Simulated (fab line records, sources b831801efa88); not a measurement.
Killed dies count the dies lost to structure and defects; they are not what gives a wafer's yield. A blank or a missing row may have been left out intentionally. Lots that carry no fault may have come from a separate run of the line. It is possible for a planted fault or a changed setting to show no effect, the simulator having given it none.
Struck lot and sound lot, side by side :: flow sky130 :: 44 out of 708 route steps
Sound: the wafers L729.3, L729.4, L729.5. Wafers struck: L741.1, L741.5, L741.6. The cause comes at the end.
Per side, at each step with rows, come the tool, then ch with its chambers, and then its first start. Under that, the readings that differ: sound wafers :: struck wafers :: difference of the means :: sigmas: that difference in standard deviations of wafers without a fault.
alike: readings with means less than 2 such deviations apart, plus words and numbers identical on both sides. not compared: withheld readings, readings lacking a value on some wafer, bounds such as >300 that could conceal the same value, and numbers that have no deviation in the record and whose values overlap.
The two part at a step that has a row with sigmas, a row that says differs or no value, or rows on one side only. Numbers that don't overlap but have no deviation are shown without sigmas and don't part them. A reading that every wafer of one side lacks parts them only if that side has two wafers or more.

first, 4 steps without rows for these wafers: SKY_DNWELL_EXPOSE_04 (exposes mask DNM, target cd 3000 nm); SKY_DNWELL_PEB_05; SKY_DNWELL_DEVELOP_06 (develop time 60 s); SKY_DNWELL_IMPLANT_07.
SKY_DNWELL_STRIP_08: strips in O2/N2.
  sound on plasma_asher-02 ch 0,1, day 3 11:52; struck on plasma_asher-02 ch 0,1, day 6 02:16
  alike: drypump_motor_current_A, oes_product_au, strip_time_to_endpoint_s
  not compared: rf_hours_counter_h
SKY_DNWELL_TW_MEAS_09:
  sound on film_metro-04, day 3 11:57; struck on film_metro-01, day 6 02:22
  alike: DNWELL_TW
then, 6 steps without rows for these wafers: SKY_PWDE_DEHYDRATE_00 (time 60 s); SKY_PWDE_HMDS_01 (prime time 60 s); SKY_PWDE_COAT_02 (resist thk 3000 nm); SKY_PWDE_SOFTBAKE_03; SKY_PWDE_EXPOSE_04 (exposes mask PWDEM, target cd 840 nm); SKY_PWDE_PEB_05.
SKY_PWDE_DEVELOP_06: develop time 60 s.
  sound on litho_track-04 ch 0, day 4 04:00; struck on litho_track-01 ch 0, day 6 21:00
  alike: resist_line_temp_C
SKY_PWDE_OVL_MEAS_07:
  sound on overlay-01, day 4 04:17; struck on overlay-01, day 6 21:19
reading: PWDE_OVL (nm)
sound: -0.4 0.6 1.1
struck: - - -
difference: no value on the struck wafers
sigmas: 
next, for these wafers, 1 step has no rows: SKY_PWDE_IMPLANT_08.
SKY_PWDE_STRIP_09: strips in O2/N2.
  sound on plasma_asher-01 ch 0,1, day 4 04:29; struck on plasma_asher-02 ch 0,1, day 6 21:29
  alike: drypump_motor_current_A, oes_product_au, strip_time_to_endpoint_s
  not compared: rf_hours_counter_h
SKY_PWDE_TW_MEAS_10:
  sound on film_metro-02, day 4 04:35; struck on film_metro-01, day 6 21:35
  alike: PWDE_TW
then, 7 steps without rows for these wafers: SKY_NWELL_DEHYDRATE_03 (time 60 s); SKY_NWELL_HMDS_04 (prime time 60 s); SKY_NWELL_COAT_05 (resist thk 3000 nm); SKY_NWELL_SOFTBAKE_06; SKY_NWELL_EXPOSE_07 (exposes mask NWM, target cd 840 nm); SKY_NWELL_PEB_08; SKY_NWELL_DEVELOP_09 (develop time 60 s).
SKY_NWELL_OVL_MEAS_10:
  sound on overlay-02, day 4 21:38; struck on overlay-02, day 7 16:01
  alike: NWELL_00_OVL
then, 3 steps without rows for these wafers: SKY_NWELL_IMPLANT_11; SKY_NWELL_IMPLANT_12; SKY_NWELL_IMPLANT_13.
SKY_NWELL_STRIP_14: strips in O2/N2.
  sound on plasma_asher-01 ch 0,1, day 4 22:09; struck on plasma_asher-04 ch 0,1, day 7 16:31
  alike: drypump_motor_current_A, oes_product_au, strip_time_to_endpoint_s
  not compared: rf_hours_counter_h
SKY_NWELL_TW_MEAS_15:
  sound on film_metro-04, day 4 22:14; struck on film_metro-01, day 7 16:37
  alike: NWELL_TW
then, 7 steps without rows for these wafers: SKY_NWELL_DEHYDRATE_16 (time 60 s); SKY_NWELL_HMDS_17 (prime time 60 s); SKY_NWELL_COAT_18 (resist thk 3000 nm); SKY_NWELL_SOFTBAKE_19; SKY_NWELL_EXPOSE_20 (exposes mask NWM COMPLEMENT, target cd 840 nm); SKY_NWELL_PEB_21; SKY_NWELL_DEVELOP_22 (develop time 60 s).
SKY_NWELL_OVL_MEAS_23:
  sound on overlay-02, day 5 15:05; struck on overlay-01, day 8 13:34
reading: NWELL_01_OVL (nm)
sound: 2.1 2.6 1.7
struck: -1.7 -2.2 -2.6
difference: -4.3
sigmas: -3
next, for these wafers, 1 step has no rows: SKY_NWELL_IMPLANT_24.
SKY_NWELL_STRIP_25: strips in O2/N2.
  sound on plasma_asher-01 ch 0,1, day 5 15:18; struck on plasma_asher-04 ch 0,1, day 8 13:46
  alike: drypump_motor_current_A, oes_product_au, strip_time_to_endpoint_s
  not compared: rf_hours_counter_h
SKY_NWELL_TW_MEAS_26:
  sound on film_metro-04, day 5 15:23; struck on film_metro-02, day 8 13:52
  alike: NWELL_2_TW
then, 1 step without rows for these wafers: SKY_NWELL_CLEAN_27 (cleans in SC1/SC2, time 150 s).
-- the record jumps here: 13 days lie between the struck wafers' starts before and after (it left off in module NWELL and takes up again in module POLY_GATE, whose first step shown is number 229 of the route) --
SKY_POLY_GATE_ETCH_15: etches BARC in N2/H2, stops on SiO2, time 118.5 s, target depth 110 nm.
  sound on rie_diel-03 ch 0,3, day 17 07:37; struck on rie_diel-03 ch 0,3, day 21 14:46
reading: model.POLY_GATE.cd_nm (nm)
sound: 152.7 151 153.4
struck: 148.7 149.7 149
difference: -3.2
sigmas: 
  alike: bias_w, drypump_motor_current_A, oes_product_au, throttle_valve_pct
  not compared: rf_hours_counter_h
SKY_POLY_GATE_ETCH_17: etches poly-Si in HBr/Cl2, stops on SiO2, target depth 180 nm, time 70.5 s.
  sound on rie_si-01 ch 0,2,3, day 17 07:47; struck on rie_si-01 ch 0,1,3, day 21 14:57
reading: model.POLY_GATE.cd_nm (nm)
sound: 153.1 151.5 153.7
struck: 148.5 149.8 149.7
difference: -3.4
sigmas: 
  alike: bias_w, drypump_motor_current_A, oes_product_au, throttle_valve_pct
  not compared: rf_hours_counter_h

== WHERE THEY PART ==
Earliest at SKY_PWDE_OVL_MEAS_07; latest, in this record, at SKY_NWELL_OVL_MEAS_23. Later steps at which nothing parts them and some readings are alike: SKY_NWELL_STRIP_25, SKY_NWELL_TW_MEAS_26, SKY_POLY_GATE_ETCH_15, SKY_POLY_GATE_ETCH_17.

WHY: what had been put in by the simulator
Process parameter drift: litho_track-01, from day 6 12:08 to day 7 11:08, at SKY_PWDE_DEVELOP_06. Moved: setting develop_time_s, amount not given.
